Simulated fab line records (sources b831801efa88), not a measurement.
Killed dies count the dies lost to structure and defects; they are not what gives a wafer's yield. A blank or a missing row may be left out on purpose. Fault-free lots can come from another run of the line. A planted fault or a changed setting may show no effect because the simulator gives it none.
What tool caused it? + flow sky130 + 12 lots, 36 wafers sampled, at 3 steps of a route of 708

## WHAT EACH GAUGE READ, for each wafer
SKY_NWELL_TW_MEAS_26. Usual: for NWELL_2_TW the level is 493 and the standard deviation is 5.8.
| lot  | measured     | on            | NWELL_2_TW  | flag |
|------|--------------|---------------|-------------|------|
| L521 | day 5 12:20  | film_metro-01 | 498 499 501 |      |
| L522 | day 5 13:50  | film_metro-03 | 488 486 489 |      |
| L523 | day 5 19:25  | film_metro-01 | 499 499 500 |      |
| L525 | day 6 09:49  | film_metro-04 | 490 491 488 |      |
| L528 | day 7 06:17  | film_metro-04 | 491 490 491 |      |
| L530 | day 7 12:13  | film_metro-03 | 491 492 489 |      |
| L535 | day 8 22:50  | film_metro-01 | 500 502 502 |      |
| L537 | day 9 05:13  | film_metro-03 | 489 484 486 |      |
| L539 | day 9 18:04  | film_metro-01 | 499 506 503 |      |
| L540 | day 10 04:08 | film_metro-03 | 488 486 489 |      |
| L541 | day 10 08:50 | film_metro-01 | 497 494 494 |      |
| L542 | day 10 16:17 | film_metro-01 | 495 494 496 |      |

SKY_POLY_GATE_THK_MEAS_04. Usual: for POLY_GATE_CVD_03_THK the level is 75.4 nm and the standard deviation is 0.85.
| lot  | measured     | on            | POLY_GATE_CVD_03_THK (nm) | flag |
|------|--------------|---------------|---------------------------|------|
| L521 | day 15 11:43 | film_metro-04 | 76.1 75.7 75.5            |      |
| L522 | day 15 15:54 | film_metro-01 | 76.4 76.4 76.7            |      |
| L523 | day 16 00:58 | film_metro-01 | 75.5 75.2 75.1            |      |
| L525 | day 16 18:31 | film_metro-04 | 75.9 76.3 76.5            |      |
| L528 | day 18 04:25 | film_metro-04 | 75.2 74.5 75.2            |      |
| L530 | day 18 23:41 | film_metro-02 | 74.2 73.8 74.0            |      |
| L535 | day 20 12:23 | film_metro-04 | 74.7 74.4 74.6            |      |
| L537 | day 20 23:11 | film_metro-01 | 75.1 75.4 75.7            |      |
| L539 | day 21 19:25 | film_metro-04 | 73.9 74.0 73.5            |      |
| L540 | day 22 06:12 | film_metro-02 | 75.6 75.8 75.3            |      |
| L541 | day 22 09:16 | film_metro-04 | 76.7 76.4 76.8            |      |
| L542 | day 22 23:32 | film_metro-01 | 76.6 76.9 75.8            |      |

## WHAT TOOL EACH LOT RAN ON (gives the tool, then ch and the chambers of the sampled wafers, and finally the start)
| lot  | SKY_NWELL_RTA_28                 |
|------|----------------------------------|
| L521 | rtp_anneal-01 ch 0, day 5 12:28  |
| L522 | rtp_anneal-02 ch 0, day 5 13:56  |
| L523 | rtp_anneal-01 ch 0, day 5 19:32  |
| L525 | rtp_anneal-01 ch 0, day 6 09:56  |
| L528 | rtp_anneal-01 ch 0, day 7 06:23  |
| L530 | rtp_anneal-02 ch 0, day 7 12:20  |
| L535 | rtp_anneal-01 ch 0, day 8 22:58  |
| L537 | rtp_anneal-01 ch 0, day 9 05:21  |
| L539 | rtp_anneal-01 ch 0, day 9 18:11  |
| L540 | rtp_anneal-01 ch 0, day 10 04:14 |
| L541 | rtp_anneal-02 ch 0, day 10 08:56 |
| L542 | rtp_anneal-02 ch 0, day 10 16:25 |
- SKY_NWELL_RTA_28: time 30 s.

## WHAT THE TOOLS THEMSELVES READ (means of the sampled wafers that have a number; where no wafer has one, the mark that the record gives instead)
SKY_NWELL_RTA_28. Usual: lamp_power_pct 25.31 %, standard deviation 0.053; ramp_down_c_per_s 90.002, standard deviation 0.016; wafer_temp_C_max 1054.9, standard deviation 0.92.
| lot  | tool          | lamp_power_pct (%) | ramp_down_c_per_s | wafer_temp_C_max | flag |
|------|---------------|--------------------|-------------------|------------------|------|
| L521 | rtp_anneal-01 | 25.29              | 90.002            | 1054.1           |      |
| L522 | rtp_anneal-02 | 25.26              | 90.014            | 1054.9           |      |
| L523 | rtp_anneal-01 | 25.30              | 90.013            | 1054.7           |      |
| L525 | rtp_anneal-01 | 25.35              | 90.012            | 1054.4           |      |
| L528 | rtp_anneal-01 | 25.26              | 89.999            | 1054.8           |      |
| L530 | rtp_anneal-02 | 25.29              | 89.992            | 1055.3           |      |
| L535 | rtp_anneal-01 | 25.34              | 89.989            | 1054.4           |      |
| L537 | rtp_anneal-01 | 25.28              | 90.024            | 1054.7           |      |
| L539 | rtp_anneal-01 | 25.31              | 90.001            | 1056.2           |      |
| L540 | rtp_anneal-01 | 25.28              | 89.999            | 1055.9           |      |
| L541 | rtp_anneal-02 | 25.25              | 90.012            | 1055.2           |      |
| L542 | rtp_anneal-02 | 25.29              | 90.008            | 1054.6           |      |

## THE ANSWER, worked out from the rows above alone
Rule: a lot is off if the mean of its wafers that have a number lies more than 3 standard deviations from the usual mean. A lot without any number at a reading at which 4 lots or more have one is off too. All remaining lots with rows at the step are treated as sound. The gauges are gone through in route order, then the tools' own readings, and for those a lot's mean is taken as printed above. The first step at which some lot is off is used, and at that step the reading that is off furthest; a lot without a number counts as furthest.
No lot is off on any of the readings shown, so nothing can be concluded from this.

## WHAT THE SIMULATOR HAD INSERTED
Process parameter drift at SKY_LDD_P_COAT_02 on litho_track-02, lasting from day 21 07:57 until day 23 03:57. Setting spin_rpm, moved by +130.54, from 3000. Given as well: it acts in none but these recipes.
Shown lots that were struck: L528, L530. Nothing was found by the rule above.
